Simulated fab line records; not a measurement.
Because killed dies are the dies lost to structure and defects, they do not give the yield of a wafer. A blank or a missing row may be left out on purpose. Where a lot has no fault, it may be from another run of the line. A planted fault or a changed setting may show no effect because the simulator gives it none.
A single fault, viewed from 2 desks / flow sky130 / only its own numbers are on each desk; what lay behind them is given at the end

TOOL OWNER'S DESK, litho track-03
The tool's own readings at SKY_VT_ADJUST_HVTP_PEB_05: means of the sampled wafers that have a number, for each lot that ran on this tool. The brackets show how far a lot's mean lies from the usual mean; more than 4 standard deviations puts the lot out of limits, marked OUT.
Columns: A = exhaust pa at SKY_VT_ADJUST_HVTP_PEB_05, usual 44.9 Pa
lot=L346; first seen here=day 6 23:01; A=42.6
lot=L347; first seen here=day 7 07:11; A=45.2
lot=L360; first seen here=day 10 15:02; A=44.2
lot=L362; first seen here=day 11 04:56; A=44.2
lot=L363; first seen here=day 11 05:35; A=45.1
lot=L366; first seen here=day 12 05:20; A=45.6
This desk found nothing out of limits on any of the 6 lots.

METROLOGY DESK
What the gauges read, lot by lot, whatever tool the lot ran on: means of the sampled wafers that have a number. The brackets show how far a lot's mean lies from the usual mean; more than 4 standard deviations puts the lot out of limits, marked OUT.
Columns: A = VT_ADJUST_HVTP_TW at SKY_VT_ADJUST_HVTP_TW_MEAS_11, usual 1349
lot=L343; first seen here=day 6 04:34; A=1354
lot=L345; first seen here=day 6 17:10; A=1357
lot=L346; first seen here=day 6 23:43; A=1346
lot=L347; first seen here=day 7 07:52; A=1343
lot=L348; first seen here=day 7 14:34; A=1372
lot=L349; first seen here=day 7 23:07; A=1346
lot=L354; first seen here=day 9 02:27; A=1359
lot=L355; first seen here=day 9 09:06; A=1355
lot=L356; first seen here=day 9 13:01; A=1340
lot=L360; first seen here=day 10 15:43; A=1352
lot=L361; first seen here=day 11 00:00; A=1329
lot=L362; first seen here=day 11 05:39; A=1339
lot=L363; first seen here=day 11 06:18; A=1331
lot=L365; first seen here=day 12 01:41; A=1357
lot=L366; first seen here=day 12 06:01; A=1360
This desk found nothing out of limits on any of the 15 lots.

BROUGHT TOGETHER
The tool owner's desk saw nothing out of limits.
At the metrology desk, nothing out of limits was observed.

WHAT WAS PUT IN BY THE SIMULATOR
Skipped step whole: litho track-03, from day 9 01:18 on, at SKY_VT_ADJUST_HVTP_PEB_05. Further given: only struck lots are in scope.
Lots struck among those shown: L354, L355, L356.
